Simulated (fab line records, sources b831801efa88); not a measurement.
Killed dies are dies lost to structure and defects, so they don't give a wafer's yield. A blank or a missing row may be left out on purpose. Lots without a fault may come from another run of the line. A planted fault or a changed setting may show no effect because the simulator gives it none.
fab line records | flow gf180mcu
record lots=6 wafers=18 last_day=34
route steps=602 shown V5@557 TOP_METAL@567
lots that met no fault: from a run of the same line without faults
start_h: hours from the record's first day to the start of the lot's first wafer shown | wait_h: hours since the lot's step before | " the same as in the row above | L1.1+2: a row that stands for several wafers | - no value, or no start given | * or withheld: withheld | < > ~ a bound
route shown NAME@n: a module of which the file shows steps, and the number in the route of the first | usual: mean/standard deviation of fault-free wafers | same: alike in all rows | chamber/n: place in a boat | sites: the reading at each site | _std_site: their standard deviation | _edge_site: outer sites' mean less inner sites' | radius_mm: how far each site lies from the wafer's centre | mask NAME#n: copy n | behind: the tool/chamber that last shaped the wafer | hold: why the lot was held/for how many hours/how that ended | device: the transistor (n, p or np) that didn't switch | end of line: the same wafers' tests at the end of the route | a step without rows: its recipe alone | killed: dies lost to structure and defects at the first sort, not the wafer's yield | map: a wafer's dies, x killed, . not, _ none there
set.NAME: the setting as run; set.NAME@STEP: as run at that earlier step | model.NAME: the simulator's own value behind a step, which no gauge read
lots at some steps of the route; a table a step, a row a wafer
services: from which hour (start_h, from the record's first day; less than 0 if before it) a tool's chamber was out of use, for how many hours, and why
## steps
# step GF_V5_ETCH_17
# recipe chemistry=C4F8/O2/Ar mask_material=KrF target=SiO2 stop_on=TiN source_w=1500 bias_w=1200 pressure_mtorr=40 c4f8_flow_sccm=withheld O2_flow_sccm=6 Ar_flow_sccm=300 time_s=withheld target_depth_a=8550
# step GF_V5_STRIP_18
# recipe chemistry=O2/N2 power_w=1400 pressure_mtorr=1500 platen_temp_c=250 o2_flow_sccm=3000 n2_flow_sccm=300 overash_fraction=0.5
# usual drypump_motor_current_A=5.7/0.62 heater_power_w=361/49 oes_product_au=0.567/0.0049
# columns lot.wafer tool chamber start_h wait_h drypump_motor_current_A heater_power_w oes_product_au rf_hours_counter_h
L558.1 plasma_asher-03 1 648.70 - 5.1 333 0.562 55
L558.5 " 0 " " 5.4 350 0.558 -
L558.6 " 1 " " 5.1 334 0.569 -
L560.3 plasma_asher-01 1 661.49 - 6.0 322 0.576 -
L560.4 " 0 " " 6.7 416 0.567 -
L560.5 " 0 " " 6.6 416 0.563 -
L561.1 plasma_asher-04 1 675.00 - 5.2 439 0.572 25
L561.2 " 0 " " 5.0 305 0.571 25
L561.4 " 1 " " 5.2 432 0.563 -
L570.2 plasma_asher-01 0 729.93 - 6.7 421 0.565 110
L570.4 " 1 " " 6.0 320 0.563 -
L570.5 " 1 " " 6.0 315 0.562 -
L577.2 plasma_asher-01 1 770.42 - 6.0 340 0.569 3
L577.4 " 0 " " 6.7 423 0.574 -
L577.6 " 0 " " 6.6 413 0.568 -
L579.1 plasma_asher-03 1 779.63 - 5.1 327 0.566 71
L579.2 " 0 " " 5.4 347 0.569 71
L579.6 " 0 " " 5.4 351 0.564 -
# step GF_V5_STRIP_19
# recipe chemistry=post_etch_residue_remover time_s=1200 temp_c=72.5
# step GF_V5_CLEAN_20
# recipe chemistry=DIW dry=n2_spin
# step GF_V5_SPUTTER_21
# recipe material=Ti target_thk_nm=15 chamber_pressure_pa=5 power_w=2500 substrate_temp_c=200 time_s=80.02
# usual cathode_dc_power_W=2500.0/0.47 chamber_pressure_pa=5.000/0.0097 throttle_valve_pct=29.6/1.1
# columns lot.wafer tool chamber start_h wait_h cathode_dc_power_W chamber_pressure_pa throttle_valve_pct
L558.1 pvd_sputter-04 - 649.28 0.0 2500.7 5.010 27.6
L558.5 " - " " 2500.2 4.995 30.9
L558.6 " - " " 2499.6 5.012 29.8
L560.3 pvd_sputter-04 - 662.02 0.0 2500.2 4.989 30.7
L560.4 " - " " 2499.7 4.992 31.0
L560.5 " - " " 2500.3 4.982 29.6
L561.1 pvd_sputter-04 - 675.54 0.0 2500.5 4.995 27.5
L561.2 " - " " 2500.3 5.008 31.0
L561.4 " - " " 2500.6 5.013 29.5
L570.2 pvd_sputter-03 - 730.49 0.0 2499.9 5.004 28.7
L570.4 " - " " 2500.2 4.996 29.5
L570.5 " - " " 2500.3 4.993 28.9
L577.2 pvd_sputter-04 - 770.96 0.0 2500.1 5.001 30.8
L577.4 " - " " 2499.9 4.984 29.6
L577.6 " - " " 2500.3 4.987 27.3
L579.1 pvd_sputter-03 - 780.17 0.0 2499.8 4.982 29.3
L579.2 " - " " 2500.6 5.000 28.5
L579.6 " - " " 2500.2 4.997 29.6
# step GF_V5_SPUTTER_22
# recipe material=TiN target_thk_nm=10 chamber_pressure_pa=5 power_w=4000 time_s=40
# step GF_V5_CVD_23
# recipe material=W target_thk_nm=350 time_s=104.9 temp_c=400 pressure_torr=40
# usual heater_power_w=875/65
# columns lot.wafer tool chamber start_h wait_h heater_power_w
L558.1 cvd_w-02 1 649.38 0.0 791
L558.5 " 0 " " 893
L558.6 " 1 " " 783
L560.3 cvd_w-02 1 662.15 0.1 800
L560.4 " 0 " " 919
L560.5 " 0 " " 937
L561.1 cvd_w-01 1 675.64 0.0 858
L561.2 " 0 " " 957
L561.4 " 1 " " 869
L570.2 cvd_w-02 0 730.59 0.0 942
L570.4 " 1 " " 794
L570.5 " 0 " " 917
L577.2 cvd_w-01 1 771.06 0.0 862
L577.4 " 1 " " 860
L577.6 " 0 " " 963
L579.1 cvd_w-02 0 780.27 0.0 934
L579.2 " 1 " " 802
L579.6 " 0 " " 909
# step GF_V5_RS_MEAS_24
# recipe thk_meas_gauge=four-point-probe reads=W_of_V5_CVD_23+TiN_of_V5_SPUTTER_22+Ti_of_V5_SPUTTER_21
# usual V5_W_RS=0.326/0.0034
# columns lot.wafer tool chamber start_h wait_h V5_W_RS[ohm/sq]
L558.1 film_metro-01 - 649.49 0.1 0.325
L558.5 " - " " 0.321
L558.6 " - " " 0.328
L560.3 film_metro-01 - 662.27 0.1 0.327
L560.4 " - " " 0.327
L560.5 " - " " 0.328
L561.1 film_metro-02 - 675.75 0.1 0.327
L561.2 " - " " 0.327
L561.4 " - " " 0.332
L570.2 film_metro-03 - 730.72 0.1 0.326
L570.4 " - " " 0.326
L570.5 " - " " 0.328
L577.2 film_metro-02 - 771.19 0.1 0.329
L577.4 " - " " 0.323
L577.6 " - " " 0.330
L579.1 film_metro-03 - 780.39 0.1 0.328
L579.2 " - " " 0.329
L579.6 " - " " 0.323
# step GF_V5_THK_MEAS_25
# recipe thk_meas_gauge=xrf reads=W_of_V5_CVD_23
# usual V5_W_THK=353/4.5
# columns lot.wafer tool chamber start_h wait_h V5_W_THK[nm]
L558.1 film_metro-01 - 649.61 0.1 352
L558.5 " - " " 356
L558.6 " - " " 352
L560.3 film_metro-01 - 662.37 0.1 351
L560.4 " - " " 350
L560.5 " - " " 349
L561.1 film_metro-02 - 675.87 0.1 356
L561.2 " - " " 355
L561.4 " - " " 349
L570.2 film_metro-03 - 730.83 0.1 347
L570.4 " - " " 348
L570.5 " - " " 344
L577.2 film_metro-02 - 771.30 0.1 352
L577.4 " - " " 359
L577.6 " - " " 353
L579.1 film_metro-03 - 780.51 0.1 347
L579.2 " - " " 346
L579.6 " - " " 353
# step GF_V5_CMP_26
# recipe stop_on=SiO2 down_force_psi=3.5 platen_rpm=60 t_overpolish_s=15 target_thk_nm=0 pad_velocity_m_s=0.94248
# step GF_TOP_METAL_SPUTTER_00
# recipe material=Ti target_thk_nm=37.5 arriving_ion_energy_ev=80 substrate_temp_c=200 chamber_pressure_pa=2 power_w=4000 time_s=150
# step GF_TOP_METAL_SPUTTER_01
# recipe material=TiN target_thk_nm=30 power_w=6500 time_s=25 chamber_pressure_pa=0.4
# usual cathode_dc_power_W=6499.8/1.1 chamber_pressure_pa=0.4000/0.00076 throttle_valve_pct=29.8/1.1
# columns lot.wafer tool chamber start_h wait_h cathode_dc_power_W chamber_pressure_pa throttle_valve_pct
L558.1 pvd_sputter-02 - 650.07 0.1 6499.2 0.3993 29.3
L558.5 " - " " 6499.2 0.4003 29.6
L558.6 " - " " 6502.4 0.4000 31.3
L560.3 pvd_sputter-02 - 662.81 0.1 6496.5 0.3998 29.2
L560.4 " - " " 6498.7 0.4007 31.3
L560.5 " - " " 6502.0 0.3999 28.9
L561.1 pvd_sputter-02 - 676.33 0.1 6501.6 0.4001 29.5
L561.2 " - " " 6498.0 0.4002 29.4
L561.4 " - " " 6500.8 0.4005 31.2
L570.2 pvd_sputter-02 - 731.28 0.1 6499.9 0.4014 29.4
L570.4 " - " " 6498.2 0.3989 28.8
L570.5 " - " " 6498.6 0.4015 29.2
L577.2 pvd_sputter-02 - 771.75 0.1 6501.9 0.3992 29.1
L577.4 " - " " 6500.5 0.3999 31.6
L577.6 " - " " 6498.7 0.4008 28.8
L579.1 pvd_sputter-02 - 780.98 0.1 6500.9 0.3990 29.2
L579.2 " - " " 6499.3 0.4005 28.7
L579.6 " - " " 6500.1 0.4013 28.8
# step GF_TOP_METAL_SPUTTER_02
# recipe material=AlCu target_thk_nm=900 power_w=10600 chamber_pressure_pa=0.3 substrate_temp_c=250 gas=Ar time_s=47.82
# usual cathode_dc_power_W=10600/2 chamber_pressure_pa=0.3001/0.00059 throttle_valve_pct=29.8/1.1
# columns lot.wafer tool chamber start_h wait_h cathode_dc_power_W chamber_pressure_pa throttle_valve_pct
L558.1 pvd_sputter-02 - 650.10 0.0 10600 0.3000 29.3
L558.5 " - " " 10598 0.3003 29.2
L558.6 " - " " 10595 0.3002 31.5
L560.3 pvd_sputter-02 - 662.84 0.0 - - -
L560.4 " - " " - - -
L560.5 " - " " - - -
L561.1 pvd_sputter-02 - 676.36 0.0 - - -
L561.2 " - " " - - -
L561.4 " - " " - - -
L570.2 pvd_sputter-02 - 731.31 0.0 10602 0.3008 29.4
L570.4 " - " " 10600 0.3006 28.7
L570.5 " - " " 10598 0.2996 29.2
L577.2 pvd_sputter-02 - 771.78 0.0 10597 0.3004 29.4
L577.4 " - " " 10599 0.3000 31.3
L577.6 " - " " 10603 0.3005 28.8
L579.1 pvd_sputter-02 - 781.01 0.0 10597 0.3006 29.4
L579.2 " - " " 10598 0.3003 28.6
L579.6 " - " " 10602 0.3004 28.7
# step GF_TOP_METAL_SPUTTER_03
# recipe material=Ti target_thk_nm=5 substrate_temp_c=300 chamber_pressure_pa=0.3 power_w=3000 time_s=3.3
# step GF_TOP_METAL_SPUTTER_04
# recipe material=TiN target_thk_nm=25 power_w=6500 time_s=20.8 chamber_pressure_pa=0.4
# usual cathode_dc_power_W=6500.1/1.2 chamber_pressure_pa=0.3999/0.00088 throttle_valve_pct=29.8/1.1
# columns lot.wafer tool chamber start_h wait_h cathode_dc_power_W chamber_pressure_pa throttle_valve_pct
L558.1 pvd_sputter-02 - 650.16 0.0 6501.6 0.3995 29.3
L558.5 " - " " 6500.8 0.3996 29.3
L558.6 " - " " 6501.2 0.3998 31.4
L560.3 pvd_sputter-02 - 662.90 0.0 6498.6 0.4008 28.7
L560.4 " - " " 6500.1 0.3982 31.2
L560.5 " - " " 6500.2 0.3996 28.7
L561.1 pvd_sputter-02 - 676.42 0.0 6501.7 0.3988 29.4
L561.2 " - " " 6498.6 0.4022 29.6
L561.4 " - " " 6498.1 0.4001 31.7
L570.2 pvd_sputter-02 - 731.37 0.0 6500.4 0.4004 29.3
L570.4 " - " " 6500.5 0.4022 28.7
L570.5 " - " " 6500.2 0.4010 29.4
L577.2 pvd_sputter-02 - 771.84 0.0 6501.0 0.3993 29.4
L577.4 " - " " 6500.1 0.4005 31.1
L577.6 " - " " 6499.5 0.4012 29.0
L579.1 pvd_sputter-02 - 781.08 0.0 6500.7 0.3991 29.4
L579.2 " - " " 6500.9 0.3999 28.6
L579.6 " - " " 6501.2 0.4004 28.8
# step GF_TOP_METAL_RS_MEAS_05
# recipe thk_meas_gauge=four-point-probe reads=TiN_of_TOP_METAL_SPUTTER_04+Ti_of_TOP_METAL_SPUTTER_03+AlCu_of_TOP_METAL_SPUTTER_02+TiN_of_TOP_METAL_SPUTTER_01+Ti_of_TOP_METAL_SPUTTER_00
# usual TOP_METAL_ALCU_RS=0.0327/0.00033
# columns lot.wafer tool chamber start_h wait_h TOP_METAL_ALCU_RS[ohm/sq]
L558.1 film_metro-04 - 650.19 0.0 0.0323
L558.5 " - " " 0.0320
L558.6 " - " " 0.0326
L560.3 film_metro-02 - 662.97 0.1 9.6055
L560.4 " - " " 9.5926
L560.5 " - " " 9.6225
L561.1 film_metro-01 - 676.45 0.0 9.6670
L561.2 " - " " 9.6103
L561.4 " - " " 9.6214
L570.2 film_metro-01 - 731.42 0.0 0.0329
L570.4 " - " " 0.0329
L570.5 " - " " 0.0329
L577.2 film_metro-04 - 771.89 0.0 0.0333
L577.4 " - " " 0.0333
L577.6 " - " " 0.0330
L579.1 film_metro-02 - 781.10 0.0 0.0323
L579.2 " - " " 0.0327
L579.6 " - " " 0.0327
# step GF_TOP_METAL_THK_MEAS_06
# recipe thk_meas_gauge=xrf reads=AlCu_of_TOP_METAL_SPUTTER_02
# usual TOP_METAL_ALCU_THK=882/8.8
# columns lot.wafer tool chamber start_h wait_h TOP_METAL_ALCU_THK[nm]
L558.1 film_metro-04 - 650.31 0.1 890
L558.5 " - " " 903
L558.6 " - " " 886
L560.3 film_metro-02 - 663.07 0.1 <0
L560.4 " - " " <0
L560.5 " - " " <0
L561.1 film_metro-01 - 676.57 0.1 <0
L561.2 " - " " <0
L561.4 " - " " <0
L570.2 film_metro-01 - 731.53 0.1 883
L570.4 " - " " 882
L570.5 " - " " 878
L577.2 film_metro-04 - 772.00 0.1 868
L577.4 " - " " 864
L577.6 " - " " 876
L579.1 film_metro-02 - 781.22 0.1 893
L579.2 " - " " 883
L579.6 " - " " 883
# step GF_TOP_METAL_DEHYDRATE_07
# recipe temp_c=200 time_s=60
# step GF_TOP_METAL_HMDS_08
# recipe prime_time_s=60 prime_temp_c=120
# step GF_TOP_METAL_COAT_09
# recipe resist=NOVOLAK spin_rpm=3000 resist_thk_nm=1500
# step GF_TOP_METAL_SOFTBAKE_10
# recipe temp_c=90 time_s=60 resist=NOVOLAK
# step GF_TOP_METAL_EXPOSE_11
# recipe mask_id=MetalTop target_cd_nm=440 na=0.6 source_shape=conventional sigma_outer=0.6 dose_mj=170
# step GF_TOP_METAL_PEB_12
# recipe temp_c=withheld time_s=* resist=NOVOLAK
# step GF_TOP_METAL_DEVELOP_13
# recipe develop_time_s=60 dev_temp_c=23
# step GF_TOP_METAL_CD_MEAS_14
# recipe target_cd_nm=440
# usual cd_nm=440.0/2.3
# columns lot.wafer tool chamber start_h wait_h cd_nm
L558.1 cd_sem-02 - 669.54 0.1 440.7
L558.5 " - " " 439.3
L558.6 " - " " 438.0
L560.3 cd_sem-01 - 681.93 0.1 437.0
L560.4 " - " " 440.0
L560.5 " - " " 440.1
L561.1 cd_sem-01 - 694.84 0.1 443.0
L561.2 " - " " 442.3
L561.4 " - " " 443.4
L570.2 cd_sem-01 - 748.71 0.1 439.9
L570.4 " - " " 441.9
L570.5 " - " " 442.4
L577.2 cd_sem-01 - 787.06 0.1 435.7
L577.4 " - " " 437.4
L577.6 " - " " 436.7
L579.1 cd_sem-01 - 796.48 0.1 439.3
L579.2 " - " " 440.0
L579.6 " - " " 439.7
# step GF_TOP_METAL_OVL_MEAS_15
# usual TOP_METAL_OVL=-1.7/1.2
# columns lot.wafer tool chamber start_h wait_h TOP_METAL_OVL[nm]
L558.1 overlay-02 - 669.66 0.1 -1.1
L558.5 " - " " 0.6
L558.6 " - " " -1.4
L560.3 overlay-02 - 682.02 0.1 -2.3
L560.4 " - " " -1.8
L560.5 " - " " -1.6
L561.1 overlay-01 - 694.96 0.1 0.6
L561.2 " - " " -0.3
L561.4 " - " " 0.5
L570.2 overlay-01 - 748.82 0.1 -2.1
L570.4 " - " " -3.8
L570.5 " - " " -3.1
L577.2 overlay-01 - 787.17 0.1 -2.8
L577.4 " - " " -1.8
L577.6 " - " " -2.2
L579.1 overlay-02 - 796.60 0.1 -2.6
L579.2 " - " " -2.0
L579.6 " - " " -0.9
# step GF_TOP_METAL_METAL_ETCH_16
# recipe chemistry=Cl2/BCl3 mask_material=NOVOLAK target_depth_nm=1077.5 stop_on=SiO2 pressure_mtorr=8 icp_w=800 bias_w=140 Cl2_flow_sccm=80 bcl3_flow_sccm=40 time_s=179.6
# usual drypump_motor_current_A=5.89/0.24 oes_product_au=0.965/0.0063 rf_fwd_power_W=797.0/2.8 throttle_valve_pct=28.256/0.01
# columns lot.wafer tool chamber start_h wait_h drypump_motor_current_A oes_product_au rf_fwd_power_W rf_hours_counter_h throttle_valve_pct
L558.1 rie_metal-04 1 669.70 0.0 5.92 0.978 792.2 14 28.259
L558.5 " 1 " " 5.95 0.976 796.4 - 28.236
L558.6 " 0 " " 6.14 0.971 797.4 - 28.239
L560.3 rie_metal-04 1 682.11 0.1 5.94 0.997 797.4 - 28.219
L560.4 " 0 " " 6.15 0.988 789.8 - 28.231
L560.5 " 0 " " 6.16 0.983 792.0 - 28.230
L561.1 rie_metal-04 1 694.99 0.0 5.97 0.989 796.4 15 28.229
L561.2 " 0 " " 6.16 0.990 796.3 5 28.239
L561.4 " 0 " " 6.15 0.987 796.7 - 28.237
L570.2 rie_metal-04 1 748.85 0.0 5.95 0.959 802.0 1 28.257
L570.4 " 1 " " 5.93 0.960 800.4 - 28.263
L570.5 " 1 " " 5.90 0.959 798.1 - 28.265
L577.2 rie_metal-04 0 787.26 0.1 6.16 0.948 798.5 - 28.262
L577.4 " 0 " " 6.15 0.959 796.8 - 28.247
L577.6 " 0 " " 6.14 0.957 797.4 - 28.263
L579.1 rie_metal-04 1 796.64 0.0 5.94 0.977 802.6 3 28.238
L579.2 " 0 " " 6.16 0.968 796.9 11 28.263
L579.6 " 0 " " 6.17 0.963 793.7 - 28.244
# step GF_TOP_METAL_STRIP_17
# recipe chemistry=O2/N2 power_w=1400 pressure_mtorr=1500 platen_temp_c=250 o2_flow_sccm=3000 n2_flow_sccm=300 overash_fraction=0.5
## services
# columns tool chamber start_h hours kind
plasma_asher-04 - 627.44 5.7 repair
plasma_asher-04 - 627.62 13.6 repair
pvd_sputter-02 3 638.75 - consumable_replace:kit
pvd_sputter-02 3 638.75 18.0 scheduled_down
pvd_sputter-02 3 638.75 18.0 vent_cycle
pvd_sputter-03 - 642.77 6.2 repair
cvd_w-02 - 655.95 3.8 pm
cvd_w-01 0 656.66 1.4 repair
cvd_w-01 - 684.13 0.2 repair
cvd_w-01 1 697.86 18.5 repair
rie_metal-04 1 709.46 - clean
plasma_asher-01 - 713.91 0.3 repair
plasma_asher-04 - 727.08 12.7 repair
pvd_sputter-04 - 729.90 3.4 repair
plasma_asher-01 - 730.99 2.2 repair
plasma_asher-01 - 733.75 9.0 pm
pvd_sputter-02 2 746.97 - consumable_replace:kit
pvd_sputter-02 2 746.97 18.0 scheduled_down
pvd_sputter-02 2 746.97 18.0 vent_cycle
cvd_w-01 0 748.07 15.8 repair
plasma_asher-01 - 774.67 1.2 repair
rie_metal-04 1 783.22 7.9 repair
cvd_w-01 0 787.03 5.6 repair
plasma_asher-01 - 793.45 1.5 repair
## key
first_sign step=GF_TOP_METAL_SPUTTER_02 reading=tool_record direction=missing
effect step=GF_TOP_METAL_RS_MEAS_05 reading=TOP_METAL_ALCU_RS direction=up sigmas=99+ usual=0.0327 struck=9.6199
effect step=GF_TOP_METAL_THK_MEAS_06 reading=TOP_METAL_ALCU_THK direction=down sigmas=99+ usual=882 struck=<0
effect step=GF_TOP_METAL_METAL_ETCH_16 reading=oes_product_au direction=up sigmas=3.8 usual=0.965 struck=0.989
met_at GF_TOP_METAL_SPUTTER_02
struck_wafers L560.3,L560.4,L560.5,L561.1,L561.2,L561.4
later_rows_left_out L560.3,L560.4,L560.5,L561.1,L561.2,L561.4
sort_left_out L560.3,L560.4,L560.5,L561.1,L561.2,L561.4
onset_between 650.10 662.84
fault kind=skipped_step_whole tool=pvd_sputter-02 chamber=- onset_h=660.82 steps=GF_TOP_METAL_SPUTTER_02 scope=struck_lots_only
# sort_left_out: the simulated sort isn't trusted on such a fault, so these wafers' sort isn't shown, and their yield isn't known
# later_rows_left_out: the simulator's readings of these wafers behind a module that went badly wrong aren't trusted and aren't shown, but for the sort
